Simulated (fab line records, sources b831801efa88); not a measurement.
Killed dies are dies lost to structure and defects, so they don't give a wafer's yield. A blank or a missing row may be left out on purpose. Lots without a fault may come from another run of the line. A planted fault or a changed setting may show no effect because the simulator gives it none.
Which tool did it? | flow gf180mcu | 24 lots, 72 wafers sampled, at 4 steps of a route of 602

WHAT THE GAUGES READ, wafer by wafer
GF_HV_LDD_OVL_MEAS_08. Usual: HV_LDD_OVL -0.7 nm, standard deviation 1.5.
lot  | measured     | on         | HV_LDD_OVL (nm) | flag
L074 | day 9 19:21  | overlay-01 | -0.7 -0.4 0.3   |
L075 | day 10 05:55 | overlay-02 | -3.9 -5.8 -2.4  |
L076 | day 10 08:12 | overlay-01 | -0.7 -0.6 0.5   |
L077 | day 10 21:31 | overlay-01 | -1.0 0.3 -1.7   |
L078 | day 11 04:22 | overlay-01 | -1.2 -0.5 -0.5  |
L081 | day 12 01:52 | overlay-02 | 0.8 -1.0 -1.1   |
L079 | day 12 02:31 | overlay-02 | -3.3 -2.0 -3.4  |
L080 | day 12 02:49 | overlay-02 | 0.6 0.5 -0.7    |
L082 | day 12 10:34 | overlay-02 | -0.4 -0.8 -0.2  |
L083 | day 12 23:24 | overlay-02 | -0.4 -0.1 0.9   |
L084 | day 12 23:31 | overlay-01 | -0.8 -0.5 1.2   |
L085 | day 13 11:34 | overlay-02 | 1.9 0.6 1.6     |
L086 | day 13 13:39 | overlay-02 | -1.9 -1.8 -2.4  |
L087 | day 14 06:09 | overlay-01 | 1.0 1.0 0.1     |
L088 | day 14 12:52 | overlay-02 | -1.9 -1.7 -0.7  |
L089 | day 15 02:17 | overlay-01 | -0.5 -0.8 -0.8  |
L090 | day 15 06:24 | overlay-01 | -2.0 -3.0 -1.7  |
L091 | day 15 14:28 | overlay-02 | 1.4 0.6 0.6     |
L092 | day 15 18:57 | overlay-01 | 2.2 4.4 2.7     |
L093 | day 16 02:37 | overlay-01 | -1.6 -0.8 -1.9  |
L094 | day 16 03:56 | overlay-02 | -0.1 -3.2 -1.4  |
L095 | day 16 18:55 | overlay-01 | 0.3 -0.5 -0.3   |
L096 | day 16 22:34 | overlay-01 | -3.0 -2.4 -0.1  |
L097 | day 17 07:41 | overlay-02 | 0.3 0.4 0.8     |

GF_M2_RS_MEAS_05: measures by four-point-probe. Usual: M2_ALCU_RS 0.0694 ohm/sq, standard deviation 0.00075.
lot  | measured     | on            | M2_ALCU_RS (ohm/sq)  | flag
L074 | day 17 21:39 | film_metro-04 | 0.0692 0.0692 0.0686 |
L075 | day 18 10:22 | film_metro-02 | 0.0706 0.0705 0.0701 |
L076 | day 18 12:12 | film_metro-02 | 0.0704 0.0701 0.0697 |
L077 | day 19 07:29 | film_metro-04 | 0.0692 0.0697 0.0693 |
L078 | day 19 14:31 | film_metro-02 | 0.0689 0.0694 0.0690 |
L081 | day 20 18:26 | film_metro-04 | 0.0687 0.0682 0.0688 |
L079 | day 20 19:51 | film_metro-04 | 0.0678 0.0681 0.0679 |
L080 | day 20 21:08 | film_metro-03 | 0.0701 0.0702 0.0695 |
L082 | day 21 05:08 | film_metro-03 | 0.0696 0.0684 0.0694 |
L083 | day 21 21:06 | film_metro-02 | 0.0690 0.0701 0.0695 |
L084 | day 21 21:44 | film_metro-04 | 0.0687 0.0698 0.0701 |
L085 | day 22 10:19 | film_metro-03 | 0.0684 0.0690 0.0679 |
L086 | day 22 14:01 | film_metro-02 | 0.0708 0.0697 0.0706 |
L087 | day 23 10:05 | film_metro-03 | 0.0688 0.0691 0.0695 |
L088 | day 23 16:59 | film_metro-02 | 0.0691 0.0701 0.0688 |
L089 | day 24 05:41 | film_metro-03 | 0.0691 0.0699 0.0697 |
L090 | day 24 18:41 | film_metro-03 | 0.0703 0.0702 0.0707 |
L091 | day 24 17:52 | film_metro-03 | 0.0693 0.0692 0.0691 |
L092 | day 24 23:21 | film_metro-04 | 0.0696 0.0685 0.0689 |
L093 | day 25 13:19 | film_metro-03 | 0.0689 0.0686 0.0680 |
L094 | day 25 13:25 | film_metro-04 | 0.0685 0.0699 0.0698 |
L095 | day 25 22:46 | film_metro-02 | 0.0700 0.0704 0.0700 |
L096 | day 26 00:55 | film_metro-03 | 0.0690 0.0691 0.0692 |
L097 | day 26 12:38 | film_metro-02 | 0.0695 0.0700 0.0696 |

GF_M4_OVL_MEAS_15. Usual: M4_OVL -1 nm, standard deviation 5.7.
lot  | measured     | on         | M4_OVL (nm) | flag
L074 | day 23 03:18 | overlay-02 | 0 3 -1      |
L075 | day 23 15:44 | overlay-01 | -3 3 6      |
L076 | day 23 17:47 | overlay-01 | -11 -9 -1   |
L077 | day 24 11:44 | overlay-01 | -1 2 -10    |
L078 | day 24 17:13 | overlay-01 | 0 0 -4      |
L081 | day 25 17:07 | overlay-01 | -2 -11 -9   |
L079 | day 25 18:09 | overlay-01 | -2 -4 -5    |
L080 | day 25 18:22 | overlay-01 | 1 -4 -1     |
L082 | day 26 04:11 | overlay-01 | -6 -13 -9   |
L083 | day 26 17:55 | overlay-01 | 2 5 15      |
L084 | day 26 18:37 | overlay-01 | -5 -3 -7    |
L085 | day 27 08:11 | overlay-01 | 6 7 5       |
L086 | day 27 10:07 | overlay-01 | 6 4 7       |
L087 | day 28 06:08 | overlay-01 | 2 5 4       |
L088 | day 28 10:05 | overlay-01 | 1 -2 6      |
L089 | day 28 18:49 | overlay-01 | -1 2 -4     |
L090 | day 29 08:31 | overlay-01 | -6 -3 -4    |
L091 | day 29 07:05 | overlay-01 | 0 -9 -4     |
L092 | day 29 10:10 | overlay-01 | 2 0 5       |
L093 | day 30 00:08 | overlay-01 | -2 3 2      |
L094 | day 30 01:20 | overlay-01 | 2 13 2      |
L095 | day 30 07:50 | overlay-01 | -9 -7 -8    |
L096 | day 30 09:01 | overlay-01 | -8 -8 -8    |
L097 | day 30 20:50 | overlay-01 | -2 -1 3     |

WHICH TOOL RAN EACH LOT (tool, then ch and the chambers of the sampled wafers, then the start)
lot  | GF_V3_ETCH_16
L074 | rie_diel-01 ch 0,2, day 22 02:49
L075 | rie_diel-01 ch 0,2,3, day 22 15:18
L076 | rie_diel-03 ch 0,2,3, day 22 17:30
L077 | rie_diel-01 ch 1,2, day 23 11:06
L078 | rie_diel-01 ch 1,3, day 23 17:15
L081 | rie_diel-04 ch 1,2, day 24 18:48
L079 | rie_diel-01 ch 1,3, day 24 19:55
L080 | rie_diel-04 ch 1,2, day 24 20:22
L082 | rie_diel-03 ch 2,3, day 25 05:52
L083 | rie_diel-03 ch 0,1,3, day 25 18:32
L084 | rie_diel-03 ch 0,3, day 25 19:09
L085 | rie_diel-03 ch 0,1,2, day 26 09:39
L086 | rie_diel-04 ch 1,3, day 26 12:09
L087 | rie_diel-01 ch 0,1, day 27 08:48
L088 | rie_diel-04 ch 0,1, day 27 11:54
L089 | rie_diel-04 ch 0,1, day 27 22:03
L090 | rie_diel-03 ch 0,1,2, day 28 11:32
L091 | rie_diel-03 ch 0,1,2, day 28 10:28
L092 | rie_diel-04 ch 1,2,3, day 28 13:19
L093 | rie_diel-03 ch 0,1, day 29 03:30
L094 | rie_diel-01 ch 1,3, day 29 04:27
L095 | rie_diel-04 ch 0,2,3, day 29 11:42
L096 | rie_diel-01 ch 0,2,3, day 29 12:31
L097 | rie_diel-01 ch 0,2, day 30 01:00
- GF_V3_ETCH_16: etches BARC in N2/H2.

WHAT THE TOOLS THEMSELVES READ (means of the sampled wafers that have a number; where no wafer has one, the mark that the record gives instead)
GF_V3_ETCH_16. Usual: bias_w 100.0 W, standard deviation 0.32; drypump_motor_current_A 5.8 A, standard deviation 0.39; oes_product_au 0.855 a.u., standard deviation 0.0047; throttle_valve_pct 13.224 %, standard deviation 0.0091.
lot  | tool        | bias_w (W) | drypump_motor_current_A (A) | oes_product_au (a.u.) | throttle_valve_pct (%) | flag
L074 | rie_diel-01 | 99.9       | 5.2                         | 0.857                 | 13.223                 |
L075 | rie_diel-01 | 100.0      | 5.5                         | 0.852                 | 13.219                 |
L076 | rie_diel-03 | 99.9       | 6.0                         | 0.858                 | 13.216                 |
L077 | rie_diel-01 | 99.8       | 5.9                         | 0.859                 | 13.231                 |
L078 | rie_diel-01 | 100.2      | 6.0                         | 0.853                 | 13.223                 |
L081 | rie_diel-04 | 99.9       | 6.0                         | 0.854                 | 13.234                 |
L079 | rie_diel-01 | 99.7       | 6.0                         | 0.858                 | 13.224                 |
L080 | rie_diel-04 | 100.0      | 6.0                         | 0.856                 | 13.227                 |
L082 | rie_diel-03 | 99.8       | 5.8                         | 0.852                 | 13.232                 |
L083 | rie_diel-03 | 99.6       | 6.1                         | 0.853                 | 13.234                 |
L084 | rie_diel-03 | 100.4      | 6.1                         | 0.855                 | 13.224                 |
L085 | rie_diel-03 | 100.0      | 6.1                         | 0.852                 | 13.224                 |
L086 | rie_diel-04 | 100.0      | 5.6                         | 0.858                 | 13.225                 |
L087 | rie_diel-01 | 100.2      | 5.8                         | 0.853                 | 13.232                 |
L088 | rie_diel-04 | 100.2      | 5.9                         | 0.857                 | 13.214                 |
L089 | rie_diel-04 | 100.3      | 5.8                         | 0.850                 | 13.227                 |
L090 | rie_diel-03 | 99.9       | 6.1                         | 0.854                 | 13.225                 |
L091 | rie_diel-03 | 100.1      | 6.1                         | 0.854                 | 13.224                 |
L092 | rie_diel-04 | 100.3      | 5.7                         | 0.860                 | 13.220                 |
L093 | rie_diel-03 | 100.0      | 6.2                         | 0.854                 | 13.223                 |
L094 | rie_diel-01 | 99.8       | 6.0                         | 0.852                 | 13.218                 |
L095 | rie_diel-04 | 100.0      | 5.6                         | 0.851                 | 13.239                 |
L096 | rie_diel-01 | 99.7       | 5.4                         | 0.856                 | 13.231                 |
L097 | rie_diel-01 | 100.0      | 5.2                         | 0.850                 | 13.226                 |

THE ANSWER, worked out from the rows above alone
Rule: a lot is off if the mean of its wafers that have a number lies more than 3 standard deviations from the usual mean. A lot without any number at a reading at which 4 lots or more have one is off too. The other lots that the step has rows for count as sound. The gauges are gone through in route order, then the tools' own readings, and for those a lot's mean is taken as printed above. The first step at which some lot is off is used, and at that step the reading that is off furthest; a lot without a number counts as furthest.
No lot is off at any reading shown: from this, nothing can be told.

WHAT THE SIMULATOR HAD PUT IN
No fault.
